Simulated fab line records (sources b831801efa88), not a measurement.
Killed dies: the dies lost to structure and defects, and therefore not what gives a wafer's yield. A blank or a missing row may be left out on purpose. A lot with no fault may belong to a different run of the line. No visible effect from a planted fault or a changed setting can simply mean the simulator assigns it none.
fab line records ; flow gf180mcu
record lots=12; wafers=36; lastDay=34
route steps=602 shown HV_LDD@187 NSD@245 PSD@259
lots that met no fault: from a run of the same line without faults
startH: hours from the record's opening day to when the first of the lot's shown wafers began ; waitH: hours since the lot's step before ; " as in the row above ; L1.1+2: a row that stands for several wafers ; - no value, or no start given ; * or withheld: withheld ; < > ~ a bound
route shown NAME@n: a module of which the file shows steps, and the number in the route of the first ; usual: mean and standard deviation over wafers with no fault ; same: alike in all rows ; chamber/n: place in a boat ; sites: per-site readings ; _std_site: standard deviation of those values ; _edge_site: inner sites' mean taken away from outer sites' mean ; radiusMm: how far each site lies from the wafer's centre ; mask NAME#n: copy n ; behind: the last tool/chamber to shape the wafer ; hold: cause of the lot's hold/its duration in hours/its outcome ; device: names the non-switching transistor (n, p or np) ; end of line: tests of these same wafers at the route's end ; a step without rows: its recipe alone ; killed: dies lost to structure and defects at the first sort, not the wafer's yield ; map: a wafer's dies, x killed, . not, _ none there
set.NAME: the run value of the setting; set.NAME@STEP: its run value at that earlier step ; model.NAME: the simulator's own value behind a step, which no gauge read
steps of the route over a sample of lots; a table a step, a row a wafer
services: the hour from which a tool's chamber was out of use, counted from the record's first day as startH (under 0 if before that day), plus the number of hours and why
## steps
# step GF_HV_LDD_TW_MEAS_11
# usual HV_LDD_TW=2448/23
lot.wafer;tool;chamber;startH;waitH;HV_LDD_TW
L321.4;filmMetro-04;-;220.25;0.1;2499
L321.5;filmMetro-04;-;220.25;0.1;2482
L321.6;filmMetro-04;-;220.25;0.1;2488
L323.1;filmMetro-03;-;236.62;0.1;2447
L323.2;filmMetro-03;-;236.62;0.1;2445
L323.4;filmMetro-03;-;236.62;0.1;2438
L324.1;filmMetro-01;-;243.12;0.1;2433
L324.3;filmMetro-01;-;243.12;0.1;2425
L324.4;filmMetro-01;-;243.12;0.1;2424
L328.1;filmMetro-04;-;279.42;0.1;2456
L328.3;filmMetro-04;-;279.42;0.1;2451
L328.5;filmMetro-04;-;279.42;0.1;2468
L329.1;filmMetro-04;-;283.12;0.1;2466
L329.2;filmMetro-04;-;283.12;0.1;2482
L329.6;filmMetro-04;-;283.12;0.1;2468
L333.1;filmMetro-01;-;313.07;0.1;2425
L333.4;filmMetro-01;-;313.07;0.1;2433
L333.5;filmMetro-01;-;313.07;0.1;2420
L334.1;filmMetro-01;-;320.02;0.1;2428
L334.3;filmMetro-01;-;320.02;0.1;2416
L334.5;filmMetro-01;-;320.02;0.1;2425
L337.1;filmMetro-03;-;346.27;0.1;2476
L337.3;filmMetro-03;-;346.27;0.1;2474
L337.5;filmMetro-03;-;346.27;0.1;2461
L338.3;filmMetro-01;-;358.84;0.1;2425
L338.4;filmMetro-01;-;358.84;0.1;2425
L338.5;filmMetro-01;-;358.84;0.1;2418
L339.4;filmMetro-01;-;359.34;0.1;2421
L339.5;filmMetro-01;-;359.34;0.1;2426
L339.6;filmMetro-01;-;359.34;0.1;2426
L341.1;filmMetro-01;-;374.71;0.1;2441
L341.2;filmMetro-01;-;374.71;0.1;2426
L341.6;filmMetro-01;-;374.71;0.1;2427
L342.2;filmMetro-03;-;386.83;0.1;2470
L342.3;filmMetro-03;-;386.83;0.1;2455
L342.4;filmMetro-03;-;386.83;0.1;2466
# step GF_HV_LDD_STRIP_49
# recipe chemistry=O2/N2; powerW=1400; pressureMtorr=1500; platenTempC=250; o2FlowSccm=3000; n2FlowSccm=300; overashFraction=0.5
# usual drypumpMotorCurrentA=5.8/0.5; heaterPowerW=349/23; o2FlowSccm=2999/9.5; oesProductAu=0.716/0.0045; stripTimeToEndpointS=12.74/0.035
lot.wafer;tool;chamber;startH;waitH;drypumpMotorCurrentA;heaterPowerW;o2FlowSccm;oesProductAu;rfHoursCounterH;stripTimeToEndpointS
L321.4;plasmaAsher-01;0;276.75;0.1;6.2;370;3010;0.717;-;12.71
L321.5;plasmaAsher-01;0;276.75;0.1;6.2;361;3003;0.720;-;12.73
L321.6;plasmaAsher-01;1;276.75;0.1;5.5;330;3023;0.716;-;12.74
L323.1;plasmaAsher-02;1;295.77;0.1;6.0;370;3005;0.723;65;12.70
L323.2;plasmaAsher-02;0;295.77;0.1;6.5;376;2999;0.714;65;12.73
L323.4;plasmaAsher-02;0;295.77;0.1;6.5;385;2990;0.713;-;12.72
L324.1;plasmaAsher-01;1;301.67;0.1;5.5;333;3015;0.717;21;12.80
L324.3;plasmaAsher-01;1;301.67;0.1;5.5;346;3006;0.716;-;12.78
L324.4;plasmaAsher-01;0;301.67;0.1;6.2;358;2995;0.710;-;12.77
L328.1;plasmaAsher-03;1;340.52;0.1;4.9;319;3003;0.708;68;12.78
L328.3;plasmaAsher-03;0;340.52;0.1;5.5;329;3013;0.717;-;12.80
L328.5;plasmaAsher-03;0;340.52;0.1;5.4;327;3000;0.714;-;12.84
L329.1;plasmaAsher-01;0;343.92;0.1;6.2;367;3001;0.718;25;12.71
L329.2;plasmaAsher-01;1;343.92;0.1;5.5;338;3006;0.708;25;12.73
L329.6;plasmaAsher-01;1;343.92;0.1;5.5;337;2998;0.712;-;12.74
L333.1;plasmaAsher-02;0;377.71;0.1;6.5;374;3005;0.716;74;12.72
L333.4;plasmaAsher-02;1;377.71;0.1;6.0;370;2990;0.717;-;12.72
L333.5;plasmaAsher-02;0;377.71;0.1;6.5;378;3004;0.717;-;12.72
L334.1;plasmaAsher-02;1;384.26;0.1;6.0;373;2986;0.722;75;12.71
L334.3;plasmaAsher-02;0;384.26;0.1;6.5;388;3001;0.719;-;12.69
L334.5;plasmaAsher-02;1;384.26;0.1;6.0;371;2986;0.716;-;12.69
L337.1;plasmaAsher-03;0;415.11;0.1;5.5;328;2986;0.715;75;12.71
L337.3;plasmaAsher-03;1;415.11;0.1;4.9;321;3007;0.711;-;12.71
L337.5;plasmaAsher-03;1;415.11;0.1;4.9;310;3007;0.712;-;12.69
L338.3;plasmaAsher-01;0;428.80;0.1;6.1;361;2989;0.712;-;12.74
L338.4;plasmaAsher-01;1;428.80;0.1;5.5;341;2990;0.716;-;12.75
L338.5;plasmaAsher-01;0;428.80;0.1;6.1;360;3010;0.713;-;12.76
L339.4;plasmaAsher-01;0;429.20;0.1;6.2;365;3003;0.716;-;12.69
L339.5;plasmaAsher-01;0;429.20;0.1;6.2;368;2995;0.724;-;12.70
L339.6;plasmaAsher-01;1;429.20;0.1;5.5;343;2990;0.709;-;12.76
L341.1;plasmaAsher-01;1;446.97;0.1;5.5;328;2999;0.711;36;12.69
L341.2;plasmaAsher-01;0;446.97;0.1;6.1;367;2993;0.713;36;12.67
L341.6;plasmaAsher-01;0;446.97;0.1;6.1;371;2996;0.710;-;12.69
L342.2;plasmaAsher-03;0;460.42;0.1;5.4;327;3003;0.707;80;12.73
L342.3;plasmaAsher-03;1;460.42;0.1;4.9;320;2985;0.720;-;12.73
L342.4;plasmaAsher-03;0;460.42;0.1;5.4;321;3004;0.715;-;12.73
# step GF_NSD_IMPLANT_10
# recipe species=P; energyKev=40; doseCm2=5e+14; tiltDeg=7
# usual beamOnS=9.99/0.21
lot.wafer;tool;chamber;startH;waitH;beamOnS
L321.4;implanter-01;0;300.84;0.1;9.66
L321.5;implanter-01;0;300.84;0.1;9.87
L321.6;implanter-01;0;300.84;0.1;10.73
L323.1;implanter-03;0;319.68;0.1;9.66
L323.2;implanter-03;0;319.68;0.1;10.26
L323.4;implanter-03;0;319.68;0.1;9.79
L324.1;implanter-02;0;325.33;0.1;9.93
L324.3;implanter-02;0;325.33;0.1;10.04
L324.4;implanter-02;0;325.33;0.1;9.97
L328.1;implanter-01;0;365.08;0.1;10.11
L328.3;implanter-01;0;365.08;0.1;10.02
L328.5;implanter-01;0;365.08;0.1;10.23
L329.1;implanter-01;0;368.98;0.1;9.86
L329.2;implanter-01;0;368.98;0.1;9.81
L329.6;implanter-01;0;368.98;0.1;10.12
L333.1;implanter-03;0;404.36;0.1;9.77
L333.4;implanter-03;0;404.36;0.1;9.83
L333.5;implanter-03;0;404.36;0.1;10.14
L334.1;implanter-02;0;409.52;0.1;9.71
L334.3;implanter-02;0;409.52;0.1;10.18
L334.5;implanter-02;0;409.52;0.1;10.14
L337.1;implanter-02;0;442.32;0.1;10.13
L337.3;implanter-02;0;442.32;0.1;10.22
L337.5;implanter-02;0;442.32;0.1;9.84
L339.4;implanter-01;0;457.26;0.1;10.07
L339.5;implanter-01;0;457.26;0.1;9.88
L339.6;implanter-01;0;457.26;0.1;10.17
L338.3;implanter-02;0;458.92;0.1;9.83
L338.4;implanter-02;0;458.92;0.1;9.93
L338.5;implanter-02;0;458.92;0.1;9.94
L341.1;implanter-01;0;474.01;0.1;9.82
L341.2;implanter-01;0;474.01;0.1;10.24
L341.6;implanter-01;0;474.01;0.1;10.29
L342.2;implanter-01;0;487.39;0.1;10.35
L342.3;implanter-01;0;487.39;0.1;10.13
L342.4;implanter-01;0;487.39;0.1;10.24
# step GF_NSD_STRIP_11
# recipe chemistry=O2/N2; powerW=1400; pressureMtorr=1500; platenTempC=250; o2FlowSccm=3000; n2FlowSccm=300; overashFraction=0.5
# usual drypumpMotorCurrentA=6.10/0.27; heaterPowerW=345/27; o2FlowSccm=3000/8.8; oesProductAu=0.487/0.0043; stripTimeToEndpointS=22.95/0.044
lot.wafer;tool;chamber;startH;waitH;drypumpMotorCurrentA;heaterPowerW;o2FlowSccm;oesProductAu;rfHoursCounterH;stripTimeToEndpointS
L321.4;plasmaAsher-04;1;300.95;0.1;6.06;327;3063;0.487;-;22.92
L321.5;plasmaAsher-04;1;300.95;0.1;6.07;330;3000;0.488;-;22.93
L321.6;plasmaAsher-04;0;300.95;0.1;6.08;307;3004;0.488;-;22.89
L323.1;plasmaAsher-02;0;319.83;0.1;6.49;380;3008;0.483;68;22.93
L323.2;plasmaAsher-02;1;319.83;0.1;5.99;376;2994;0.483;68;22.89
L323.4;plasmaAsher-02;0;319.83;0.1;6.48;385;3009;0.484;-;22.90
L324.1;plasmaAsher-02;1;325.48;0.1;5.99;370;3001;0.483;68;22.88
L324.3;plasmaAsher-02;1;325.48;0.1;5.98;368;2998;0.492;-;22.91
L324.4;plasmaAsher-02;0;325.48;0.1;6.50;388;2997;0.489;-;22.89
L328.1;plasmaAsher-01;1;365.23;0.1;5.52;336;3015;0.489;27;22.77
L328.3;plasmaAsher-01;0;365.23;0.1;6.15;360;2988;0.494;-;22.77
L328.5;plasmaAsher-01;0;365.23;0.1;6.18;371;2995;0.488;-;22.78
L329.1;plasmaAsher-02;1;369.13;0.1;6.00;376;3001;0.492;73;22.85
L329.2;plasmaAsher-02;0;369.13;0.1;6.53;385;2981;0.489;73;22.83
L329.6;plasmaAsher-02;1;369.13;0.1;5.99;364;3010;0.483;-;22.84
L333.1;plasmaAsher-04;1;404.51;0.1;6.08;317;3007;0.497;59;22.88
L333.4;plasmaAsher-04;0;404.51;0.1;6.16;316;3005;0.491;-;22.93
L333.5;plasmaAsher-04;1;404.51;0.1;6.09;329;2999;0.479;-;22.92
L334.1;plasmaAsher-02;1;409.67;0.1;6.02;368;2998;0.478;77;23.00
L334.3;plasmaAsher-02;1;409.67;0.1;6.01;371;3005;0.491;-;23.00
L334.5;plasmaAsher-02;1;409.67;0.1;6.01;375;2995;0.491;-;22.95
L337.1;plasmaAsher-02;1;442.47;0.1;6.01;355;2997;0.487;1;22.90
L337.3;plasmaAsher-02;1;442.47;0.1;5.98;364;3008;0.485;-;22.86
L337.5;plasmaAsher-02;1;442.47;0.1;5.98;358;3006;0.491;-;22.89
L339.4;plasmaAsher-02;1;457.37;0.1;5.99;357;2996;0.494;-;22.96
L339.5;plasmaAsher-02;1;457.37;0.1;6.03;365;2995;0.501;-;22.99
L339.6;plasmaAsher-02;0;457.37;0.1;6.50;382;2996;0.488;-;22.96
L338.3;plasmaAsher-04;0;459.05;0.1;6.13;314;3007;0.482;-;22.99
L338.4;plasmaAsher-04;1;459.05;0.1;6.08;322;2988;0.490;-;22.96
L338.5;plasmaAsher-04;0;459.05;0.1;6.10;303;3007;0.487;-;22.94
L341.1;plasmaAsher-04;0;474.16;0.1;6.15;315;3010;0.484;66;22.91
L341.2;plasmaAsher-04;1;474.16;0.1;6.08;321;3005;0.482;66;22.87
L341.6;plasmaAsher-04;0;474.16;0.1;6.13;312;3005;0.486;-;22.91
L342.2;plasmaAsher-04;1;487.51;0.1;6.08;333;3007;0.491;68;23.06
L342.3;plasmaAsher-04;0;487.51;0.1;6.13;308;3004;0.478;-;23.03
L342.4;plasmaAsher-04;1;487.51;0.1;6.07;327;3013;0.486;-;23.05
# step GF_PSD_TW_MEAS_11
# usual PSD_TW=3217/37
lot.wafer;tool;chamber;startH;waitH;PSD_TW
L321.4;filmMetro-01;-;321.80;0.1;3213
L321.5;filmMetro-01;-;321.80;0.1;3214
L321.6;filmMetro-01;-;321.80;0.1;3210
L323.1;filmMetro-03;-;340.02;0.1;3254
L323.2;filmMetro-03;-;340.02;0.1;3257
L323.4;filmMetro-03;-;340.02;0.1;3256
L324.1;filmMetro-03;-;345.37;0.1;3243
L324.3;filmMetro-03;-;345.37;0.1;3257
L324.4;filmMetro-03;-;345.37;0.1;3251
L328.1;filmMetro-03;-;388.16;0.1;3262
L328.3;filmMetro-03;-;388.16;0.1;3271
L328.5;filmMetro-03;-;388.16;0.1;3268
L329.1;filmMetro-02;-;392.13;0.1;3179
L329.2;filmMetro-02;-;392.13;0.1;3189
L329.6;filmMetro-02;-;392.13;0.1;3169
L333.1;filmMetro-03;-;429.16;0.1;3253
L333.4;filmMetro-03;-;429.16;0.1;3258
L333.5;filmMetro-03;-;429.16;0.1;3236
L334.1;filmMetro-03;-;434.26;0.1;3243
L334.3;filmMetro-03;-;434.26;0.1;3252
L334.5;filmMetro-03;-;434.26;0.1;3243
L337.1;filmMetro-01;-;467.46;0.1;3186
L337.3;filmMetro-01;-;467.46;0.1;3201
L337.5;filmMetro-01;-;467.46;0.1;3216
L339.4;filmMetro-02;-;481.44;0.1;3180
L339.5;filmMetro-02;-;481.44;0.1;3186
L339.6;filmMetro-02;-;481.44;0.1;3168
L338.3;filmMetro-03;-;483.73;0.1;3248
L338.4;filmMetro-03;-;483.73;0.1;3250
L338.5;filmMetro-03;-;483.73;0.1;3233
L341.1;filmMetro-02;-;498.41;0.1;3183
L341.2;filmMetro-02;-;498.41;0.1;3182
L341.6;filmMetro-02;-;498.41;0.1;3173
L342.2;filmMetro-01;-;511.44;0.1;3212
L342.3;filmMetro-01;-;511.44;0.1;3207
L342.4;filmMetro-01;-;511.44;0.1;3224
# step GF_PSD_RS_MEAS_14
# recipe thkMeasGauge=four-point-probe
# usual NSD_RS=46.17/0.086
lot.wafer;tool;chamber;startH;waitH;NSD_RS[ohm/sq]
L321.4;filmMetro-03;-;322.02;0.1;45.96
L321.5;filmMetro-03;-;322.02;0.1;46.05
L321.6;filmMetro-03;-;322.02;0.1;46.05
L323.1;filmMetro-03;-;340.21;0.1;46.17
L323.2;filmMetro-03;-;340.21;0.1;46.26
L323.4;filmMetro-03;-;340.21;0.1;46.22
L324.1;filmMetro-01;-;345.56;0.1;46.16
L324.3;filmMetro-01;-;345.56;0.1;45.98
L324.4;filmMetro-01;-;345.56;0.1;46.03
L328.1;filmMetro-02;-;388.36;0.1;48.23
L328.3;filmMetro-02;-;388.36;0.1;48.18
L328.5;filmMetro-02;-;388.36;0.1;48.18
L329.1;filmMetro-01;-;392.38;0.1;48.14
L329.2;filmMetro-01;-;392.38;0.1;48.11
L329.6;filmMetro-01;-;392.38;0.1;48.11
L333.1;filmMetro-03;-;429.37;0.1;46.15
L333.4;filmMetro-03;-;429.37;0.1;46.24
L333.5;filmMetro-03;-;429.37;0.1;46.10
L334.1;filmMetro-01;-;434.46;0.1;46.15
L334.3;filmMetro-01;-;434.46;0.1;46.08
L334.5;filmMetro-01;-;434.46;0.1;46.11
L337.1;filmMetro-03;-;467.66;0.1;46.20
L337.3;filmMetro-03;-;467.66;0.1;46.29
L337.5;filmMetro-03;-;467.66;0.1;46.20
L339.4;filmMetro-01;-;481.67;0.1;46.22
L339.5;filmMetro-01;-;481.67;0.1;46.09
L339.6;filmMetro-01;-;481.67;0.1;46.02
L338.3;filmMetro-02;-;483.95;0.1;46.26
L338.4;filmMetro-02;-;483.95;0.1;46.05
L338.5;filmMetro-02;-;483.95;0.1;46.26
L341.1;filmMetro-03;-;498.61;0.1;46.22
L341.2;filmMetro-03;-;498.61;0.1;46.18
L341.6;filmMetro-03;-;498.61;0.1;46.21
L342.2;filmMetro-02;-;511.65;0.1;46.17
L342.3;filmMetro-02;-;511.65;0.1;46.18
L342.4;filmMetro-02;-;511.65;0.1;46.16
## services
tool;chamber;startH;hours;kind
plasmaAsher-03;-;257.52;2.8;pm
implanter-01;-;263.31;2.3;repair
plasmaAsher-04;-;270.83;0.4;repair
plasmaAsher-02;-;284.85;3.8;repair
plasmaAsher-04;-;285.33;1.6;repair
implanter-03;-;288.01;0.6;repair
plasmaAsher-04;-;311.53;1.3;repair
implanter-03;-;314.70;2.6;repair
implanter-02;-;331.56;7.6;repair
plasmaAsher-01;-;335.22;5.9;repair
plasmaAsher-04;-;366.49;3.5;repair
implanter-02;-;403.05;0.6;repair
implanter-01;-;416.91;3.5;pm
implanter-01;-;420.92;0.6;repair
plasmaAsher-02;-;421.25;9.0;pm
plasmaAsher-02;0;421.25;9.0;ventCycle
plasmaAsher-02;1;421.25;9.0;ventCycle
implanter-02;-;421.89;1.3;repair
plasmaAsher-02;0;430.25;-;clean
plasmaAsher-02;1;430.25;-;clean
implanter-03;-;460.69;0.9;repair
## key
firstSign step=GF_NSD_STRIP_11; reading=stripTimeToEndpointS; direction=down; sigmas=3.3; usual=*; struck=*
effect step=GF_PSD_RS_MEAS_14; reading=NSD_RS; direction=up; sigmas=23; usual=46.17; struck=48.16
metAt GF_NSD_IMPLANT_10
struckLots L328,L329
testerLeftOut L328,L329
notActingAt GF_HV_LDD_TW_MEAS_11,GF_HV_LDD_STRIP_49,GF_PSD_TW_MEAS_11
onsetBetween 300.84 365.08
fault kind=processParameterDrift; tool=implanter-01; chamber=-; onsetH=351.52; steps=GF_NSD_IMPLANT_10; channel=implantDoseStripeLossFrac; offset=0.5; shape=step; endH=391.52
# testerLeftOut: of these lots the tester's yield and bins aren't shown, on N5 and GAA mostly nor the transistor test; their killed dies are dies lost to structure and defects alone, not to doping, threshold or leakage, so they don't give the yield
